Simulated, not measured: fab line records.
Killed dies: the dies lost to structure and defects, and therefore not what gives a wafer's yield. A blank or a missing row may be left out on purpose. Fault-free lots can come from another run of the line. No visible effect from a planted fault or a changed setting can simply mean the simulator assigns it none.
Which tool was responsible? ; flow gf180mcu ; 42 wafers from 14 lots sampled at 5 of the route's 602 steps

## WHAT EACH GAUGE READ, for each wafer
GF_DUAL_GATE_OVL_MEAS_11.
lot;measured;on;DUAL_GATE_OVL (nm)
L514;day 8 02:37;overlay-01;-1.4 -0.4 0.0
L515;day 8 06:13;overlay-02;0.9 0.7 2.7
L518;day 9 03:23;overlay-02;2.0 2.4 1.4
L519;day 9 10:37;overlay-02;0.5 -0.3 0.3
L520;day 9 19:58;overlay-02;0.2 0.3 0.3
L521;day 10 02:56;overlay-01;-1.3 -1.6 -1.3
L522;day 10 17:37;overlay-01;0.7 0.5 0.8
L523;day 11 06:14;overlay-02;-1.4 -1.1 -1.6
L526;day 12 01:13;overlay-02;0.4 0.8 0.2
L527;day 12 15:17;overlay-02;0.9 0.4 0.2
L531;day 13 23:19;overlay-01;-0.5 -0.4 -0.2
L532;day 13 23:37;overlay-02;2.0 1.5 2.4
L534;day 14 08:17;overlay-01;-0.9 -0.7 -1.8
L537;day 15 09:10;overlay-01;1.4 0.9 1.6

GF_POLY_GATE_CD_MEAS_10 targets a cd of 280 nm.
lot;measured;on;cd_nm (nm)
L514;day 8 23:31;cd_sem-01;279.4 279.3 280.0
L515;day 9 02:05;cd_sem-02;281.5 280.8 280.3
L518;day 10 00:34;cd_sem-02;280.7 282.9 281.6
L519;day 10 06:31;cd_sem-01;280.0 279.8 278.9
L520;day 10 19:50;cd_sem-02;280.7 280.9 280.0
L521;day 11 01:11;cd_sem-02;278.8 279.5 281.2
L522;day 11 15:55;cd_sem-02;278.4 278.9 278.4
L523;day 12 05:44;cd_sem-02;280.0 280.4 280.7
L526;day 13 01:29;cd_sem-02;279.4 280.5 280.5
L527;day 13 14:32;cd_sem-02;277.0 276.9 277.4
L531;day 15 00:02;cd_sem-01;281.3 280.9 281.2
L532;day 15 00:44;cd_sem-02;271.3 271.4 270.8
L534;day 15 10:17;cd_sem-01;273.6 274.7 273.2
L537;day 16 10:58;cd_sem-01;279.9 279.9 280.4

GF_POLY_GATE_THK_MEAS_17.
lot;measured;on;POLY_GATE_OXIDATION_THK (nm)
L514;day 9 03:26;film_metro-02;3.94 3.92 4.05
L515;day 9 04:45;film_metro-02;4.01 4.06 3.98
L518;day 10 03:16;film_metro-02;4.01 3.91 3.98
L519;day 10 08:10;film_metro-02;3.85 3.93 3.94
L520;day 10 21:29;film_metro-01;3.96 3.98 3.95
L521;day 11 03:47;film_metro-04;3.84 3.95 4.01
L522;day 11 17:35;film_metro-04;3.97 4.01 4.03
L523;day 12 07:23;film_metro-02;3.95 4.03 3.94
L526;day 13 04:51;film_metro-04;4.04 4.02 3.98
L527;day 13 16:11;film_metro-01;4.11 3.99 4.05
L531;day 15 02:24;film_metro-02;4.00 4.05 4.08
L532;day 15 02:24;film_metro-01;3.92 3.93 4.07
L534;day 15 14:18;film_metro-02;4.03 3.99 3.96
L537;day 16 13:12;film_metro-01;3.99 4.07 4.07

GF_HV_LDD_CD_MEAS_19 targets a cd of 400 nm.
lot;measured;on;cd_nm (nm)
L514;day 10 13:34;cd_sem-01;402.6 401.4 401.6
L515;day 10 16:26;cd_sem-02;401.1 400.6 401.1
L518;day 11 14:39;cd_sem-01;400.4 399.4 396.9
L519;day 11 21:25;cd_sem-02;403.4 403.5 399.3
L520;day 12 11:32;cd_sem-02;401.4 399.2 400.1
L521;day 12 17:44;cd_sem-01;398.8 397.2 399.5
L522;day 13 08:31;cd_sem-01;398.3 400.1 401.3
L523;day 13 23:05;cd_sem-02;399.3 399.2 399.8
L526;day 14 21:53;cd_sem-01;397.1 400.2 397.1
L527;day 15 10:38;cd_sem-01;395.1 393.4 394.6
L531;day 16 23:02;cd_sem-01;400.9 400.9 399.1
L532;day 16 21:53;cd_sem-01;403.5 401.6 402.9
L534;day 17 10:32;cd_sem-01;404.7 406.0 405.0
L537;day 18 10:52;cd_sem-01;401.1 399.0 398.6

## WHICH TOOL RAN EACH LOT (tool, then ch and the chambers of the sampled wafers, then the start)
lot;GF_POLY_GATE_PEB_08
L514;litho_track-04 ch 0, day 8 23:10
L515;litho_track-01 ch 0, day 9 01:45
L518;litho_track-02 ch 0, day 10 00:14
L519;litho_track-01 ch 0, day 10 06:10
L520;litho_track-01 ch 0, day 10 19:30
L521;litho_track-01 ch 0, day 11 00:51
L522;litho_track-02 ch 0, day 11 15:34
L523;litho_track-04 ch 0, day 12 05:24
L526;litho_track-04 ch 0, day 13 01:09
L527;litho_track-01 ch 0, day 13 14:11
L531;litho_track-01 ch 0, day 14 23:41
L532;litho_track-01 ch 0, day 15 00:23
L534;litho_track-01 ch 0, day 15 09:56
L537;litho_track-04 ch 0, day 16 10:37
- GF_POLY_GATE_PEB_08: peb time 90 s.

## WHAT THE TOOLS THEMSELVES READ (means of the sampled wafers that have a number; where no wafer has one, the mark that the record gives instead)
GF_POLY_GATE_PEB_08.
lot;tool;chill_plate_temp_C (C);resist_line_temp_C (C)
L514;litho_track-04;23.01;22.95
L515;litho_track-01;22.89;23.01
L518;litho_track-02;22.98;22.94
L519;litho_track-01;23.08;22.94
L520;litho_track-01;23.08;23.06
L521;litho_track-01;22.97;23.05
L522;litho_track-02;22.98;23.00
L523;litho_track-04;22.97;23.00
L526;litho_track-04;23.02;23.03
L527;litho_track-01;23.05;23.04
L531;litho_track-01;22.96;22.95
L532;litho_track-01;23.05;23.01
L534;litho_track-01;22.96;22.93
L537;litho_track-04;23.07;23.02

## THE ANSWER, worked out from the rows above alone
Rule: what is usual is taken from the lots themselves. The widest of any qualifying gaps counts: lots, ordered by their means at a reading, are off when they make up no more than a third of the lots, leave a main group of 4 or more, and stand apart from it by 3 or more times the standard deviation of that group's means. If all means in a main group match to the digits the tables above print for the reading, that group is not used. Also off: a lot with no number at a reading for which 4 or more lots have one. The other lots that the step has rows for count as sound. First the gauges in route order, then the tools' own readings, where a lot's mean is used as printed above. The first step at which some lot is off is used, and at that step the reading that is off furthest; a lot without a number counts as furthest.
None of the lots is off at any reading shown; this tells nothing.

## WHAT THE SIMULATOR HAD PUT IN
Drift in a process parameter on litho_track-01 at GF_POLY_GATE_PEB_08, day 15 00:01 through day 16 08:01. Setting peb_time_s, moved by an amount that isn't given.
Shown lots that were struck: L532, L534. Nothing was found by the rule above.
